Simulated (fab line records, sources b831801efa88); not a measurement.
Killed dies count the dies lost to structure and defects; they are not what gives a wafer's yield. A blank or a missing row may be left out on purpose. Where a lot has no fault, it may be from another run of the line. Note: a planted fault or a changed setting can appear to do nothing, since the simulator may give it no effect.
Which tool did it?    flow gf180mcu    13 lots, 39 wafers sampled, at 5 steps of a route of 602

== WHAT THE GAUGES READ, wafer by wafer ==
GF_VT_IMPLANT_OVL_MEAS_07.
lot   measured      on          VT_IMPLANT_OVL (nm)
L483  day 5 07:37   overlay-02  -1.2 -1.7 -0.1
L486  day 6 16:13   overlay-02  2.8 2.8 1.6
L488  day 6 18:28   overlay-02  0.9 -1.0 2.1
L487  day 6 19:16   overlay-01  1.9 1.2 1.1
L489  day 7 00:02   overlay-02  0.9 1.2 0.0
L490  day 7 11:10   overlay-01  0.2 -1.8 0.5
L492  day 8 03:25   overlay-01  -1.2 -2.6 -0.7
L493  day 8 07:53   overlay-02  -1.8 -1.4 -1.5
L496  day 9 01:07   overlay-02  - - -
L503  day 10 22:37  overlay-01  1.2 -2.5 -0.9
L504  day 11 06:01  overlay-01  -1.1 1.1 0.0
L505  day 11 11:50  overlay-02  1.6 -0.4 0.8
L506  day 11 16:17  overlay-02  3.2 -0.1 2.4

GF_VT_IMPLANT_TW_MEAS_10.
lot   measured      on             VT_IMPLANT_TW
L483  day 5 07:54   film_metro-03  567 566 565
L486  day 6 16:29   film_metro-03  569 564 565
L488  day 6 18:44   film_metro-03  568 566 569
L487  day 6 19:33   film_metro-02  561 559 560
L489  day 7 00:20   film_metro-04  577 576 575
L490  day 7 11:28   film_metro-04  575 574 571
L492  day 8 03:41   film_metro-02  564 568 565
L493  day 8 08:11   film_metro-02  563 565 565
L496  day 9 01:24   film_metro-03  30 30 30
L503  day 10 22:54  film_metro-03  577 573 576
L504  day 11 06:18  film_metro-02  567 565 568
L505  day 11 12:08  film_metro-03  571 570 574
L506  day 11 16:35  film_metro-03  571 574 571

GF_VT_IMPLANT_OVL_MEAS_40.
lot   measured      on          VT_IMPLANT_03_OVL (nm)
L483  day 7 05:46   overlay-01  -1.9 0.0 -0.4
L486  day 8 17:35   overlay-01  1.1 0.9 0.2
L488  day 8 21:11   overlay-02  1.8 -1.4 2.2
L487  day 8 22:31   overlay-01  -1.8 1.0 1.0
L489  day 9 02:43   overlay-02  1.5 -0.9 0.6
L490  day 9 15:01   overlay-01  2.2 1.7 1.9
L492  day 10 07:52  overlay-02  2.8 3.0 1.8
L493  day 10 13:31  overlay-01  1.1 1.0 2.4
L496  day 11 08:01  overlay-02  1.9 1.9 2.6
L503  day 13 09:13  overlay-02  2.0 2.1 3.1
L504  day 13 16:49  overlay-02  1.1 2.0 2.9
L505  day 13 22:56  overlay-02  -1.4 -0.7 0.5
L506  day 14 03:58  overlay-02  1.7 -1.7 0.1

GF_M2_CD_MEAS_14 targets a cd of 280 nm.
lot   measured      on         cd_nm (nm)
L483  day 18 16:44  cd_sem-02  278.6 277.6 277.5
L486  day 21 00:50  cd_sem-01  279.4 279.1 279.2
L488  day 21 01:11  cd_sem-02  279.0 280.4 280.2
L487  day 21 01:56  cd_sem-02  280.6 280.8 282.4
L489  day 21 11:13  cd_sem-01  281.8 279.9 280.6
L490  day 22 00:22  cd_sem-02  280.7 280.9 280.4
L492  day 22 19:59  cd_sem-01  280.0 280.1 281.4
L493  day 23 07:43  cd_sem-02  279.5 280.5 281.0
L503  day 26 07:00  cd_sem-02  281.2 282.1 281.6
L504  day 26 11:20  cd_sem-01  279.4 280.4 279.6
L505  day 26 18:39  cd_sem-02  278.5 278.3 279.9
L506  day 27 02:53  cd_sem-01  279.5 278.9 279.6

== WHAT TOOL EACH LOT RAN ON (gives the tool, then ch and the chambers of the sampled wafers, and finally the start) ==
lot   GF_VT_IMPLANT_EXPOSE_04
L483  iline_stepper-01 ch 0, day 5 00:41
L486  iline_stepper-02 ch 0, day 6 08:20
L488  iline_stepper-02 ch 0, day 6 11:02
L487  iline_stepper-02 ch 0, day 6 12:35
L489  iline_stepper-02 ch 0, day 6 16:41
L490  iline_stepper-01 ch 0, day 7 03:37
L492  iline_stepper-01 ch 0, day 7 17:53
L493  iline_stepper-01 ch 0, day 8 00:10
L496  iline_stepper-02 ch 0, day 8 16:40
L503  iline_stepper-01 ch 0, day 10 14:29
L504  iline_stepper-02 ch 0, day 10 20:17
L505  iline_stepper-01 ch 0, day 11 02:19
L506  iline_stepper-02 ch 0, day 11 07:11
- GF_VT_IMPLANT_EXPOSE_04: exposes mask LVPWELL LV AREA, target cd 600 nm.

== WHAT THE TOOLS THEMSELVES READ (means of the sampled wafers that have a number; where no wafer has one, the mark that the record gives instead) ==
The record holds no such reading with a usual standard deviation.

== THE ANSWER, worked out from the rows above alone ==
Rule: the usual values come from the lots themselves. The widest of any qualifying gaps counts: lots, ordered by their means at a reading, are off when they make up no more than a third of the lots, leave a main group of 4 or more, and stand apart from it by 3 or more times the standard deviation of that group's means. Not used: any main group whose means are identical at the precision the tables above print for the reading. Also off: a lot with no number at a reading for which 4 or more lots have one. All remaining lots with rows at the step are treated as sound. After the gauges, taken in route order, come the tools' own readings; for these a lot's mean is taken, as printed above. At the first step where some lot is off, the reading lying furthest off is the one used; lots without a number count as furthest.
Off: at GF_VT_IMPLANT_OVL_MEAS_07 (VT_IMPLANT_OVL), L496. Without a number there: L496. Mean 0.2 nm and standard deviation 1.2 in the main group.
A tool fits if, at a process step before that reading, it ran every lot that is off, and no sound lot after the first of them. Not tried: the gauges at GF_VT_IMPLANT_OVL_MEAS_07; whatever is off there is also off at GF_VT_IMPLANT_TW_MEAS_10, on other tools, and gauge error can't account for it. Not one of the candidates tried fits.

== WHAT THE SIMULATOR HAD INSERTED ==
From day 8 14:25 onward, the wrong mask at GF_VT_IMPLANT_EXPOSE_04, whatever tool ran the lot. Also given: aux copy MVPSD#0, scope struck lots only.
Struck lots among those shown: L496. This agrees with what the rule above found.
